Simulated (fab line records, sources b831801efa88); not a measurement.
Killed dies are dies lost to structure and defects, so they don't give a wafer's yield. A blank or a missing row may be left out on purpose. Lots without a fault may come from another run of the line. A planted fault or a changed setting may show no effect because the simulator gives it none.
Which tool did it? | flow gf180mcu | 12 lots, 36 wafers sampled, at 5 steps of a route of 602

WHAT THE GAUGES READ, wafer by wafer
GF_VT_IMPLANT_TW_MEAS_21. Usual: VT_IMPLANT_2_TW 1220, standard deviation 8.7.
lot  | measured     | on            | VT_IMPLANT_2_TW | flag
L104 | day 6 04:03  | film_metro-03 | 1211 1210 1207  |
L105 | day 6 10:59  | film_metro-03 | 1210 1217 1215  |
L106 | day 6 17:27  | film_metro-03 | 1212 1209 1206  |
L107 | day 7 01:25  | film_metro-04 | 1235 1232 1230  |
L108 | day 7 06:40  | film_metro-01 | 1208 1207 1216  |
L114 | day 9 07:01  | film_metro-04 | 1217 1226 1225  |
L116 | day 9 13:20  | film_metro-04 | 1216 1214 1217  |
L119 | day 10 10:07 | film_metro-03 | 1233 1230 1227  |
L121 | day 10 22:25 | film_metro-04 | 1215 1220 1225  |
L122 | day 11 04:53 | film_metro-03 | 1235 1228 1235  |
L124 | day 11 10:40 | film_metro-01 | 1215 1221 1215  |
L127 | day 12 06:32 | film_metro-01 | 1225 1222 1211  |

GF_VT_IMPLANT_RS_MEAS_48: measures by four-point-probe. Usual: LVPWELL_RS 1196 ohm/sq, standard deviation 3.3.
lot  | measured     | on            | LVPWELL_RS (ohm/sq) | flag
L104 | day 7 11:06  | film_metro-03 | 1198 1196 1199      |
L105 | day 7 18:33  | film_metro-02 | 1200 1198 1199      |
L106 | day 8 01:58  | film_metro-03 | 1191 1195 1194      |
L107 | day 8 09:22  | film_metro-04 | 1194 1198 1196      |
L108 | day 8 15:49  | film_metro-03 | 1196 1195 1195      |
L114 | day 10 18:11 | film_metro-03 | 1197 1201 1201      |
L116 | day 11 01:15 | film_metro-04 | 1193 1194 1192      |
L119 | day 11 23:34 | film_metro-03 | 1196 1197 1193      |
L121 | day 12 12:52 | film_metro-03 | 1193 1191 1192      |
L122 | day 12 18:59 | film_metro-03 | 1202 1198 1200      |
L124 | day 13 02:42 | film_metro-02 | 1193 1197 1196      |
L127 | day 13 23:51 | film_metro-02 | 1193 1199 1199      |

GF_POLY_GATE_THK_MEAS_01. Usual: POLY_GATE_CVD_00_THK 213.6 nm, standard deviation 1.6.
lot  | measured     | on            | POLY_GATE_CVD_00_THK (nm) | flag
L104 | day 8 09:28  | film_metro-01 | 215.9 216.8 214.9         |
L105 | day 8 15:57  | film_metro-02 | 213.0 212.4 212.7         |
L106 | day 9 00:41  | film_metro-02 | 212.7 214.0 212.7         |
L107 | day 9 07:24  | film_metro-01 | 212.7 211.3 212.0         |
L108 | day 9 13:41  | film_metro-01 | 215.1 214.2 214.7         |
L114 | day 11 19:40 | film_metro-02 | 234.3 234.8 232.6         | OFF
L116 | day 12 00:50 | film_metro-03 | 234.2 236.2 235.3         | OFF
L119 | day 13 02:23 | film_metro-03 | 215.8 215.1 215.6         |
L121 | day 13 14:25 | film_metro-02 | 213.4 214.3 215.3         |
L122 | day 13 20:23 | film_metro-03 | 214.5 213.3 214.0         |
L124 | day 14 04:32 | film_metro-03 | 214.5 214.4 214.1         |
L127 | day 15 03:21 | film_metro-01 | 213.7 214.7 215.9         |

WHICH TOOL RAN EACH LOT (tool, then ch and the chambers of the sampled wafers, then the start)
lot  | GF_VT_IMPLANT_STRIP_20               | GF_POLY_GATE_CVD_00
L104 | plasma_asher-02 ch 0,1, day 6 03:57  | lpcvd-01 ch 0, day 8 07:28
L105 | plasma_asher-01 ch 0,1, day 6 10:54  | lpcvd-02 ch 1, day 8 14:35
L106 | plasma_asher-02 ch 0,1, day 6 17:21  | lpcvd-01 ch 0, day 8 23:21
L107 | plasma_asher-01 ch 0,1, day 7 01:19  | lpcvd-01 ch 0, day 9 06:04
L108 | plasma_asher-02 ch 0,1, day 7 06:34  | lpcvd-01 ch 1, day 9 12:21
L114 | plasma_asher-02 ch 0,1, day 9 06:55  | lpcvd-02 ch 1, day 11 18:19
L116 | plasma_asher-03 ch 0,1, day 9 13:14  | lpcvd-02 ch 0, day 11 23:29
L119 | plasma_asher-02 ch 0,1, day 10 10:00 | lpcvd-01 ch 0, day 13 01:02
L121 | plasma_asher-02 ch 0,1, day 10 22:18 | lpcvd-01 ch 0, day 13 13:04
L122 | plasma_asher-02 ch 0,1, day 11 04:47 | lpcvd-01 ch 0, day 13 19:04
L124 | plasma_asher-01 ch 0,1, day 11 10:34 | lpcvd-01 ch 0, day 14 03:13
L127 | plasma_asher-02 ch 0,1, day 12 06:26 | lpcvd-02 ch 1, day 15 02:01
- GF_VT_IMPLANT_STRIP_20: strips in O2/N2.
- GF_POLY_GATE_CVD_00: deposits poly-Si, target thk 200 nm, time 1200 s.

WHAT THE TOOLS THEMSELVES READ (means of the sampled wafers that have a number; where no wafer has one, the mark that the record gives instead)
GF_VT_IMPLANT_STRIP_20. Usual: drypump_motor_current_A 5.90 A, standard deviation 0.24; heater_power_w 322 W, standard deviation 31; oes_product_au 0.716 a.u., standard deviation 0.0039; strip_time_to_endpoint_s 12.63 s, standard deviation 0.041.
lot  | tool            | drypump_motor_current_A (A) | heater_power_w (W) | oes_product_au (a.u.) | strip_time_to_endpoint_s (s) | flag
L104 | plasma_asher-02 | 6.01                        | 327                | 0.714                 | 12.59                        |
L105 | plasma_asher-01 | 6.05                        | 320                | 0.716                 | 12.69                        |
L106 | plasma_asher-02 | 6.00                        | 306                | 0.711                 | 12.70                        |
L107 | plasma_asher-01 | 6.04                        | 326                | 0.717                 | 12.65                        |
L108 | plasma_asher-02 | 5.98                        | 326                | 0.719                 | 12.54                        |
L114 | plasma_asher-02 | 6.00                        | 308                | 0.718                 | 12.62                        |
L116 | plasma_asher-03 | 5.47                        | 344                | 0.718                 | 12.65                        |
L119 | plasma_asher-02 | 6.00                        | 310                | 0.714                 | 12.63                        |
L121 | plasma_asher-02 | 5.98                        | 327                | 0.717                 | 12.65                        |
L122 | plasma_asher-02 | 6.01                        | 303                | 0.714                 | 12.61                        |
L124 | plasma_asher-01 | 6.05                        | 315                | 0.717                 | 12.65                        |
L127 | plasma_asher-02 | 5.99                        | 313                | 0.716                 | 12.59                        |

GF_POLY_GATE_CVD_00. Usual: pressure_mtorr 200.0 mTorr, standard deviation 0.37; spike_tc_lower_C 623.9 C, standard deviation 1.3.
lot  | tool     | pressure_mtorr (mTorr) | spike_tc_lower_C (C) | flag
L104 | lpcvd-01 | 199.9                  | 623.8                |
L105 | lpcvd-02 | 199.8                  | 623.4                |
L106 | lpcvd-01 | 199.8                  | 623.0                |
L107 | lpcvd-01 | 199.9                  | 622.6                |
L108 | lpcvd-01 | 200.7                  | 623.3                |
L114 | lpcvd-02 | 239.7                  | 623.5                | OFF
L116 | lpcvd-02 | 240.2                  | 625.2                | OFF
L119 | lpcvd-01 | 200.4                  | 623.2                |
L121 | lpcvd-01 | 199.6                  | 623.1                |
L122 | lpcvd-01 | 199.8                  | 622.2                |
L124 | lpcvd-01 | 200.1                  | 622.5                |
L127 | lpcvd-02 | 200.1                  | 623.0                |

THE ANSWER, worked out from the rows above alone
Rule: a lot is off if the mean of its wafers that have a number lies more than 3 standard deviations from the usual mean. A lot without any number at a reading at which 4 lots or more have one is off too. The other lots that the step has rows for count as sound. The gauges are gone through in route order, then the tools' own readings, and for those a lot's mean is taken as printed above. The first step at which some lot is off is used, and at that step the reading that is off furthest; a lot without a number counts as furthest.
Off: L114, L116, at GF_POLY_GATE_THK_MEAS_01 (POLY_GATE_CVD_00_THK).
A tool fits if, at a process step before that reading, it ran every lot that is off, and no sound lot after the first of them. The gauges at GF_POLY_GATE_THK_MEAS_01 aren't tried: what is off there is off at GF_POLY_GATE_CVD_00 too, on other tools, and a gauge's error can't cause that. None of those tried fits.

WHAT THE SIMULATOR HAD PUT IN
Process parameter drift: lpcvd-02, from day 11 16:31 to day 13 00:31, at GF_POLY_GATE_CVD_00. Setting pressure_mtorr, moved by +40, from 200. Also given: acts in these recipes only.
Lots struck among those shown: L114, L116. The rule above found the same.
